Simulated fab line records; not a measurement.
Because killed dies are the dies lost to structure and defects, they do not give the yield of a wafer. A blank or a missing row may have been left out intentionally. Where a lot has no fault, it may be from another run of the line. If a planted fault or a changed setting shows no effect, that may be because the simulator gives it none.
2 desks, one fault || flow sky130 || what lay behind the numbers comes last; until then each desk has only its own

== METROLOGY DESK ==
Lot by lot, what the gauges showed, no matter which tool ran the lot: averages of those sampled wafers that carry a number. Any lot whose mean is over 4 standard deviations away from the usual mean is out of limits and marked OUT; that distance is given in the brackets.
Columns: A = POLY_GATE_CVD_03_THK at SKY_POLY_GATE_THK_MEAS_04, usual 74.7 nm; B = cd-nm at SKY_POLY_GATE_CD_MEAS_13, usual 149.5 nm; C = POLY_GATE_OVL at SKY_POLY_GATE_OVL_MEAS_14, usual 4 nm
{"lot": "L105", "first seen here": "day 15 14:19", "A": 75.2, "B": 151.3, "C": 6}
{"lot": "L114", "first seen here": "day 18 18:34", "A": 74.2, "B": 148.3, "C": 14}
{"lot": "L116", "first seen here": "day 19 18:55", "A": 73.8, "B": 151.1, "C": 8}
{"lot": "L117", "first seen here": "day 19 20:56", "A": 74.3, "B": 149.6, "C": 8}
{"lot": "L122", "first seen here": "day 21 16:16", "A": 73.1, "B": 149.0, "C": 10}
{"lot": "L124", "first seen here": "day 22 07:32", "A": 74.0, "B": 149.7, "C": 7}
{"lot": "L127", "first seen here": "day 23 05:12", "A": 74.2, "B": 151.5, "C": -1}
This desk's finding: nothing out of limits on any of the 7 lots.

== TOOL OWNER'S DESK, rie-diel-03 ==
The tool's own readings at SKY_POLY_GATE_ETCH_15 (etches BARC in N2/H2, stops on SiO2, time 118.5 s, target depth 110 nm): means of the sampled wafers that have a number, for each lot that ran on this tool. Any lot whose mean is over 4 standard deviations away from the usual mean is out of limits and marked OUT; that distance is given in the brackets.
Columns: A = bias-w at SKY_POLY_GATE_ETCH_15, usual 99.98 W; B = chamber-pressure-mTorr at SKY_POLY_GATE_ETCH_15, usual 29.997 mTorr; C = drypump-motor-current-A at SKY_POLY_GATE_ETCH_15, usual 5.9 A; D = oes-product-au at SKY_POLY_GATE_ETCH_15, usual 0.716 a.u.; E = run-length-s at SKY_POLY_GATE_ETCH_15, usual 146.9 s; F = throttle-valve-pct at SKY_POLY_GATE_ETCH_15, usual 13.213 %
{"lot": "L105", "first seen here": "day 16 18:41", "A": 99.74, "B": 29.993, "C": 6.1, "D": 0.717, "E": 147.0, "F": 13.212}
{"lot": "L114", "first seen here": "day 20 01:50", "A": 99.98, "B": 30.008, "C": 5.7, "D": 0.712, "E": "148.9 (+5.0) OUT", "F": 13.209}
{"lot": "L116", "first seen here": "day 21 01:50", "A": 100.22, "B": 30.014, "C": 5.7, "D": 0.708, "E": "148.7 (+4.4) OUT", "F": 13.215}
{"lot": "L117", "first seen here": "day 21 03:28", "A": 99.75, "B": 29.980, "C": 5.9, "D": 0.710, "E": 148.1, "F": 13.202}
{"lot": "L124", "first seen here": "day 23 13:53", "A": 99.66, "B": 29.985, "C": 5.9, "D": 0.712, "E": 146.9, "F": 13.225}
{"lot": "L127", "first seen here": "day 24 10:59", "A": 100.25, "B": 29.994, "C": 5.9, "D": 0.718, "E": 146.9, "F": 13.216}
This desk's verdict: out of limits on L114, L116, starting with L114 at day 20 01:50 (run-length-s at SKY_POLY_GATE_ETCH_15). In limits: L105, L117, L124, L127.

== TAKEN TOGETHER ==
The tool owner's desk had the chance to raise an alarm at day 20 01:50 on L114, L116.
From the metrology desk's view, nothing was out of limits.
The metrology desk has L114, L116 on record, within its limits.
Of the lots named, all ran SKY_POLY_GATE_ETCH_15 on rie-diel-03.

== WHAT WAS PUT IN BY THE SIMULATOR ==
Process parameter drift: rie-diel-03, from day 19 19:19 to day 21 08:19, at SKY_POLY_GATE_ETCH_15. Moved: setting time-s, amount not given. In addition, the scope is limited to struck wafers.
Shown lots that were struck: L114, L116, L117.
Hours from the fault's start to each desk's first reading out of limits: the tool owner's desk, 7.
